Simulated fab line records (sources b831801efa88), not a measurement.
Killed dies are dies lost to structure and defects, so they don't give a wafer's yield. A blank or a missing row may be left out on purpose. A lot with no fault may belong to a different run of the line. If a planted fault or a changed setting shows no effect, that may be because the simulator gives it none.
A lot that was struck, set against a sound lot -- flow sky130 -- 36 steps out of a route of 708
Sound: these wafers, L904.2, L904.3, L904.5. Struck: wafers L920.2, L920.3, L920.6. The cause is given at the end.
Each step with rows lists, per side, the tool, then ch with its chambers, then its first start. Under that, the readings that differ: sound wafers -- struck wafers -- difference of the means -- sigmas: that difference in standard deviations of wafers without a fault.
alike: same words and numbers on both sides, and readings whose means sit less than 2 such deviations apart. not compared: any withheld reading, any reading some wafer has no value for, any bound like >300 that may hide the same value, and any number with overlapping values for which the record gives no deviation.
Wherever a step has rows on one side only, a row that says differs or no value, or a row with sigmas, the two part there. When numbers do not overlap yet have no deviation, they are printed without sigmas and do not part them. A reading missing from all wafers of one side parts the sides only when that side holds two or more wafers.

first, 10 steps without rows for these wafers: SKY_GATE_OXIDE_COAT_05 (resist thk 1140 nm); SKY_GATE_OXIDE_SOFTBAKE_06 (time 60 s); SKY_GATE_OXIDE_EXPOSE_07 (exposes mask LVOM, target cd 600 nm); SKY_GATE_OXIDE_PEB_08; SKY_GATE_OXIDE_DEVELOP_09 (develop time 60 s); SKY_GATE_OXIDE_IMPLANT_11; SKY_GATE_OXIDE_WET_ETCH_12 (etches SiO2 in dHF, target depth 16.8 nm, time 336 s); SKY_GATE_OXIDE_STRIP_13 (strips in O2/N2); SKY_GATE_OXIDE_CLEAN_15 (cleans in SC1/SC2, time 150 s); SKY_GATE_OXIDE_OXIDATION_16 (stabilise 600 s, purge 300 s, target thk 3.57 nm).
SKY_POLY_GATE_CVD_00: deposits poly-Si, target thk 180 nm, time 720 s.
  sound on lpcvd-01 ch 0, day 14 11:24; struck on lpcvd-01 ch 0, day 20 01:35
reading,sound,struck,difference,sigmas
model.poly-Si_of_POLY_GATE_CVD_00.thk_nm (nm),180.1 180.8 180.2,161.8 160.9 160.7,-19.2,
SKY_POLY_GATE_THK_MEAS_01:
  struck on film_metro-02, day 20 03:23; sound on film_metro-02, day 14 12:37
reading,sound,struck,difference,sigmas
POLY_GATE_CVD_00_THK (nm),180.1 180.8 180.2,161.7 160.9 160.8,-19.2,-11
then, 9 steps without rows for these wafers: SKY_RES_PROTECT_DEHYDRATE_00 (time 60 s); SKY_RES_PROTECT_HMDS_01 (prime time 60 s); SKY_RES_PROTECT_COAT_02 (resist thk 1140 nm); SKY_RES_PROTECT_SOFTBAKE_03 (time 60 s); SKY_RES_PROTECT_EXPOSE_04 (exposes mask RPM, target cd 1270 nm); SKY_RES_PROTECT_PEB_05; SKY_RES_PROTECT_DEVELOP_06 (develop time 60 s); SKY_POLY_GATE_IMPLANT_02; SKY_RES_PROTECT_STRIP_07 (strips in O2/N2).
SKY_RES_PROTECT_CLEAN_09: cleans in SC1/SC2, time 150 s.
  sound on wet_bench-02 ch 2, day 15 15:45; struck on wet_bench-02 ch 0, day 21 10:15
reading,sound,struck,difference,sigmas
model.poly-Si_of_POLY_GATE_CVD_00.thk_nm (nm),179.4 180.1 179.6,161.1 160.2 160.1,-19.2,
  alike: temp_c
then, 11 steps without rows for these wafers: SKY_POLY_GATE_CVD_03 (deposits Si3N4 from DCS/NH3, target thk 75 nm, time 1290 s); SKY_POLY_GATE_DEHYDRATE_05 (time 60 s); SKY_POLY_GATE_HMDS_06 (prime time 60 s); SKY_POLY_GATE_COAT_07 (resist thk 110 nm); SKY_POLY_GATE_COAT_08 (resist thk 450 nm); SKY_POLY_GATE_SOFTBAKE_09 (time 90 s); SKY_POLY_GATE_EXPOSE_10 (exposes mask P1M, target cd 150 nm); SKY_POLY_GATE_PEB_11; SKY_POLY_GATE_DEVELOP_12 (develop time 60 s); SKY_POLY_GATE_ETCH_15 (etches BARC in N2/H2, stops on SiO2, time 118.5 s, target depth 110 nm); SKY_POLY_GATE_ETCH_16 (etches Si3N4 in CH3F/O2, stops on poly-Si, time 147.5 s, target depth 75 nm).
SKY_POLY_GATE_ETCH_17: etches poly-Si in HBr/Cl2, stops on SiO2, target depth 180 nm, time 70.5 s.
  sound on rie_si-02 ch 1,2,3, day 16 21:20; struck on rie_si-01 ch 1,2, day 22 20:02
reading,sound,struck,difference,sigmas
oes_product_au (a.u.),0.982 0.968 0.968,0.922 0.919 0.919,-0.053,-5
model.etch.depth_nm (nm),175.2 171.9 172.2,161.1 160.2 160.1,-12.6,
model.POLY_GATE.feature_depth_nm (nm),175.2 171.9 172.2,161.1 160.2 160.1,-12.6,
  alike: drypump_motor_current_A, throttle_valve_pct
  not compared: rf_hours_counter_h
then, 1 step without rows for these wafers: SKY_POLY_GATE_STRIP_18 (strips in O2/N2).
-- a jump in the record: the struck wafers' starts before and after are 27 days apart (it breaks off in module POLY_GATE and resumes in module PAD_OPEN, where the first step shown is number 708 of the route) --
SKY_PAD_OPEN_PROBE_99:
  struck on prober-01, day 49 23:41; sound on prober-01, day 46 02:57
reading,sound,struck,difference,sigmas
model.etest.res_high_po.line_ohm_um,755.9 749.5 753.6,795.5 817 817.8,+57.1,
model.etest.res_poly.line_ohm_um,507.7 498.5 529.7,569.4 580.8 573.4,+62.6,
model.etest.res_high_po.rs_ohm_sq,266.7 264.2 263,279.2 280.9 281.2,+15.8,
model.etest.cap_li_to_poly.c_af_um2,96.9 98.78 97.82,95.5 93.66 92.28,-4.0,
model.etest.res_poly.rs_ohm_sq,49.49 49.06 48.89,51.68 52.09 52.29,+2.87,
  alike: killed_at_M0_to_M3, killed_at_M4_up, killed_at_contacts, killed_at_front_end, killed_at_other, killed_dies, killed_open, killed_short

== WHERE THEY PART ==
First at SKY_POLY_GATE_THK_MEAS_01; last, within this record, at SKY_POLY_GATE_ETCH_17. Later steps at which nothing parts them and some readings are alike: SKY_PAD_OPEN_PROBE_99.

WHY: what the simulator had put in
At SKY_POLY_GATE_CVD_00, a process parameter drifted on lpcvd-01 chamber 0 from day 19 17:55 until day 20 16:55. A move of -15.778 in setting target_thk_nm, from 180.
